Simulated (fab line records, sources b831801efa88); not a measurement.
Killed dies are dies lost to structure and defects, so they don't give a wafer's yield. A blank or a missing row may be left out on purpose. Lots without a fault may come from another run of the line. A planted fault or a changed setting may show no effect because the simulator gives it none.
Chamber matching | flow gf180mcu | GF_CONTACT_ETCH_16 on rie_diel-03: 4 sister chambers
The step etches BARC in N2/H2. 20 wafers are shown with their chamber, then 10 later ones without.

WAFERS WITH THEIR CHAMBER
wafer  | chamber | drypump_motor_current_A (A) | throttle_valve_pct (%) | oes_product_au (a.u.)
L074.1 | 0       | 5.3                         | 13.214                 | 0.858
L074.3 | 1       | 5.1                         | 13.225                 | 0.863
L074.6 | 0       | 5.3                         | 13.226                 | 0.852
L076.1 | 3       | 5.4                         | 13.209                 | 0.852
L076.3 | 2       | 5.9                         | 13.232                 | 0.856
L076.4 | 1       | 5.1                         | 13.214                 | 0.856
L080.4 | 0       | 5.3                         | 13.227                 | 0.856
L080.5 | 0       | 5.3                         | 13.217                 | 0.858
L080.6 | 3       | 5.4                         | 13.228                 | 0.861
L085.3 | 0       | 5.2                         | 13.218                 | 0.855
L085.4 | 1       | 5.1                         | 13.231                 | 0.856
L085.5 | 0       | 5.3                         | 13.216                 | 0.854
L087.1 | 1       | 5.1                         | 13.227                 | 0.859
L087.2 | 0       | 5.3                         | 13.232                 | 0.854
L087.3 | 2       | 5.9                         | 13.231                 | 0.860
L087.4 | 3       | 5.4                         | 13.216                 | 0.850
L087.5 | 2       | 5.9                         | 13.231                 | 0.860
L087.6 | 3       | 5.4                         | 13.221                 | 0.859
L090.2 | 2       | 5.9                         | 13.224                 | 0.854
L090.3 | 1       | 5.1                         | 13.217                 | 0.856

SIGNATURES (means of the wafers above)
reading                 | chamber 0 | chamber 1 | chamber 2 | chamber 3 | scatter within a chamber
drypump_motor_current_A | 5.286     | 5.100     | 5.900     | 5.400     | 0.0231
throttle_valve_pct      | 13.22143  | 13.22280  | 13.22950  | 13.21850  | 0.00668
oes_product_au          | 0.85529   | 0.85800   | 0.85750   | 0.85550   | 0.00335
Rule: a wafer's distance from a chamber is the root of the sum, over the readings, of the square of ((its reading less the chamber's mean) divided by the reading's scatter). The wafer belongs to the nearest chamber; if the next one is less than 2 further off, it can't be placed. The scatter: the root of (the sum of the squares of (reading less its chamber's mean) over the shown wafers, divided by (wafers less chambers)).

WAFERS WITHOUT THEIR CHAMBER
wafer  | drypump_motor_current_A (A) | throttle_valve_pct (%) | oes_product_au (a.u.)
L090.5 | 5.9                         | 13.218                 | 0.850
L092.1 | 5.5                         | 13.220                 | 0.859
L092.3 | 5.1                         | 13.234                 | 0.851
L092.4 | 5.3                         | 13.226                 | 0.856
L096.1 | 5.9                         | 13.229                 | 0.854
L096.2 | 5.3                         | 13.221                 | 0.859
L096.3 | 5.4                         | 13.221                 | 0.851
L096.4 | 5.1                         | 13.230                 | 0.855
L096.5 | 5.9                         | 13.225                 | 0.860
L096.6 | 5.1                         | 13.231                 | 0.850

WHICH CHAMBER EACH WENT THROUGH
wafer  | from the rows above | in truth
L090.5 | 2                   | 2
L092.1 | 3                   | 3
L092.3 | 1                   | 1
L092.4 | 0                   | 0
L096.1 | 2                   | 2
L096.2 | 0                   | 0
L096.3 | 3                   | 3
L096.4 | 1                   | 1
L096.5 | 2                   | 2
L096.6 | 1                   | 1
Placed correctly: 10 of 10. Can't be placed from these rows: 0. Placed wrongly: 0.
